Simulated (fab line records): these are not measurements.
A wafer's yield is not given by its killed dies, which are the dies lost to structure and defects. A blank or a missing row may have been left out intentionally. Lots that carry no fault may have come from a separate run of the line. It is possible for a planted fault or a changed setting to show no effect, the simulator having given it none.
Which tool was responsible? | flow sky130 | 10 lots, 30 wafers sampled, at 6 steps of a route of 708

== WHAT THE GAUGES READ, wafer by wafer ==
SKY_SD_N_RS_MEAS_18: a four-point-probe measurement. Usual: for RES_XHIGH_RS the level is 333.2 ohm/sq and the standard deviation is 1.1.
lot  | measured     | on            | RES_XHIGH_RS (ohm/sq) | flag
L245 | day 28 03:31 | film_metro-02 | 332.6 334.0 333.7     |
L246 | day 28 10:05 | film_metro-03 | 331.2 332.0 331.1     |
L248 | day 29 06:20 | film_metro-02 | 333.8 332.9 332.3     |
L250 | day 29 23:32 | film_metro-03 | 332.6 333.8 332.6     |
L254 | day 31 06:33 | film_metro-01 | 333.8 333.6 333.4     |
L255 | day 31 16:32 | film_metro-02 | 334.2 333.7 334.0     |
L256 | day 32 01:16 | film_metro-01 | 331.3 333.4 332.5     |
L261 | day 33 11:15 | film_metro-02 | 333.0 332.9 331.9     |
L266 | day 35 01:39 | film_metro-03 | 333.0 333.3 333.8     |
L267 | day 36 13:34 | film_metro-01 | 335.4 335.9 333.1     |

SKY_VIA1_BOW_MEAS_03. Usual: for VIA1_BOW the level is 80 um and the standard deviation is 6.7.
lot  | measured     | on            | VIA1_BOW (um) | flag
L245 | day 33 00:13 | film_metro-01 | 72 84 75      |
L246 | day 33 08:43 | film_metro-03 | 85 73 73      |
L248 | day 34 02:45 | film_metro-01 | 79 74 68      |
L250 | day 34 18:43 | film_metro-01 | 92 72 86      |
L254 | day 35 22:55 | film_metro-01 | 71 75 73      |
L255 | day 36 09:47 | film_metro-02 | 74 86 90      |
L256 | day 36 17:39 | film_metro-01 | 76 79 85      |
L261 | day 38 01:18 | film_metro-03 | 92 81 68      |
L266 | day 39 13:57 | film_metro-01 | 75 86 75      |
L267 | day 41 00:57 | film_metro-03 | 77 81 84      |

SKY_VIA4_RS_MEAS_19: a four-point-probe measurement. Usual: for VIA4_W_RS the level is 0.2266 ohm/sq and the standard deviation is 0.0026.
lot  | measured     | on            | VIA4_W_RS (ohm/sq)                        | flag
L245 | day 42 23:38 | film_metro-04 | 0.2286 0.2266 0.2292                      |
L246 | day 43 05:17 | film_metro-01 | 0.2251 0.2232 0.2193                      |
L248 | day 43 22:42 | film_metro-02 | 0.2279 0.2282 0.2264                      |
L250 | day 44 11:08 | film_metro-01 | 0.2256 0.2278 0.2293                      |
L254 | day 45 09:49 | film_metro-04 | 0.3096 0.3110 0.2262 0.3096 0.3105 0.2260 | OFF
L255 | day 45 18:18 | film_metro-04 | 0.2276 0.3107 0.2259 0.2276 0.3108 0.2260 | OFF
L256 | day 46 02:48 | film_metro-01 | 0.3126 0.2288 0.2270 0.3122 0.2286 0.2267 | OFF
L261 | day 47 03:53 | film_metro-02 | 0.2236 0.2229 0.2209                      |
L266 | day 48 08:47 | film_metro-04 | 0.2281 0.2282 0.2287                      |
L267 | day 49 08:57 | film_metro-02 | 0.2223 0.2232 0.2269                      |

SKY_VIA4_THK_MEAS_20: measures by xrf. Usual: for VIA4_W_THK the level is 499 nm and the standard deviation is 6.5.
lot  | measured     | on            | VIA4_W_THK (nm)         | flag
L245 | day 42 23:46 | film_metro-04 | 493 501 488             |
L246 | day 43 05:24 | film_metro-01 | 506 512 519             |
L248 | day 43 22:49 | film_metro-02 | 495 497 497             |
L250 | day 44 11:14 | film_metro-01 | 506 499 494             |
L254 | day 45 12:51 | film_metro-04 | 367 363 501 367 366 499 | OFF
L255 | day 45 19:32 | film_metro-04 | 496 365 499 496 363 499 | OFF
L256 | day 46 05:38 | film_metro-01 | 364 499 495 363 496 502 | OFF
L261 | day 47 03:59 | film_metro-02 | 506 506 509             |
L266 | day 48 08:54 | film_metro-04 | 494 492 491             |
L267 | day 49 09:04 | film_metro-02 | 511 507 503             |

== WHAT TOOL EACH LOT RAN ON (gives the tool, then ch and the chambers of the sampled wafers, and finally the start) ==
lot  | SKY_LI_CONTACT_STRIP_16              | SKY_VIA4_CVD_18
L245 | plasma_asher-01 ch 0,1, day 29 08:58 | cvd_w-02 ch 0,1, day 42 23:29
L246 | plasma_asher-01 ch 0,1, day 29 15:20 | cvd_w-01 ch 0,1, day 43 05:08
L248 | plasma_asher-02 ch 0, day 30 11:22   | cvd_w-02 ch 0,1, day 43 22:33
L250 | plasma_asher-02 ch 0,1, day 31 04:11 | cvd_w-02 ch 0,1, day 44 10:58
L254 | plasma_asher-03 ch 1, day 32 11:12   | cvd_w-02 ch 0,1, day 45 09:39
L255 | plasma_asher-02 ch 0,1, day 32 21:05 | cvd_w-02 ch 0,1, day 45 18:09
L256 | plasma_asher-02 ch 0,1, day 33 06:09 | cvd_w-02 ch 0,1, day 46 02:40
L261 | plasma_asher-01 ch 0,1, day 34 13:27 | cvd_w-01 ch 0,1, day 47 03:45
L266 | plasma_asher-01 ch 1, day 36 03:52   | cvd_w-02 ch 0, day 48 08:37
L267 | plasma_asher-02 ch 0,1, day 37 16:31 | cvd_w-01 ch 0,1, day 49 08:48
- SKY_LI_CONTACT_STRIP_16: strips in O2/N2.
- SKY_VIA4_CVD_18: deposits W, target thk 505 nm, time 152.14 s.

== WHAT THE TOOLS THEMSELVES READ (means of the sampled wafers that have a number; where no wafer has one, the mark that the record gives instead) ==
SKY_LI_CONTACT_STRIP_16. Usual: drypump_motor_current_A 5.7 A, standard deviation 0.46; oes_product_au 0.377 a.u., standard deviation 0.0056; strip_time_to_endpoint_s 3.51 s, standard deviation 0.049.
lot  | tool            | drypump_motor_current_A (A) | oes_product_au (a.u.) | strip_time_to_endpoint_s (s) | flag
L245 | plasma_asher-01 | 5.6                         | 0.383                 | 3.54                         |
L246 | plasma_asher-01 | 5.9                         | 0.378                 | 3.50                         |
L248 | plasma_asher-02 | 6.3                         | 0.381                 | 3.50                         |
L250 | plasma_asher-02 | 5.5                         | 0.383                 | 3.51                         |
L254 | plasma_asher-03 | 5.6                         | 0.377                 | 3.55                         |
L255 | plasma_asher-02 | 5.5                         | 0.375                 | 3.55                         |
L256 | plasma_asher-02 | 5.9                         | 0.378                 | 3.55                         |
L261 | plasma_asher-01 | 5.9                         | 0.376                 | 3.50                         |
L266 | plasma_asher-01 | 6.2                         | 0.373                 | 3.49                         |
L267 | plasma_asher-02 | 5.8                         | 0.367                 | 3.45                         |

SKY_VIA4_CVD_18. Usual: 826 W for heater_power_w, sd 42.
lot  | tool     | heater_power_w (W) | flag
L245 | cvd_w-02 | 816                |
L246 | cvd_w-01 | 807                |
L248 | cvd_w-02 | 811                |
L250 | cvd_w-02 | 824                |
L254 | cvd_w-02 | 824                |
L255 | cvd_w-02 | 821                |
L256 | cvd_w-02 | 825                |
L261 | cvd_w-01 | 809                |
L266 | cvd_w-02 | 804                |
L267 | cvd_w-01 | 844                |

== THE ANSWER, worked out from the rows above alone ==
Rule: a lot counts as off when the mean over its wafers that have a number is more than 3 standard deviations away from the usual mean. Also off: a lot with no number at a reading for which 4 or more lots have one. Where the step has rows for the other lots, those lots are counted as sound. Order of review: gauges by route order, followed by the tools' own readings, for which a lot's mean as printed above is used. The first step at which some lot is off is used, and at that step the reading that is off furthest; a lot without a number counts as furthest.
Off: L254, L255, L256, seen at SKY_VIA4_RS_MEAS_19 (VIA4_W_RS).
If a tool, at a process step before that reading, ran all the lots that are off and no sound lot after the first of them, it fits. The gauges at SKY_VIA4_RS_MEAS_19 are tried like those tools. No candidate that was tried fits.

== WHAT THE SIMULATOR HAD PUT IN ==
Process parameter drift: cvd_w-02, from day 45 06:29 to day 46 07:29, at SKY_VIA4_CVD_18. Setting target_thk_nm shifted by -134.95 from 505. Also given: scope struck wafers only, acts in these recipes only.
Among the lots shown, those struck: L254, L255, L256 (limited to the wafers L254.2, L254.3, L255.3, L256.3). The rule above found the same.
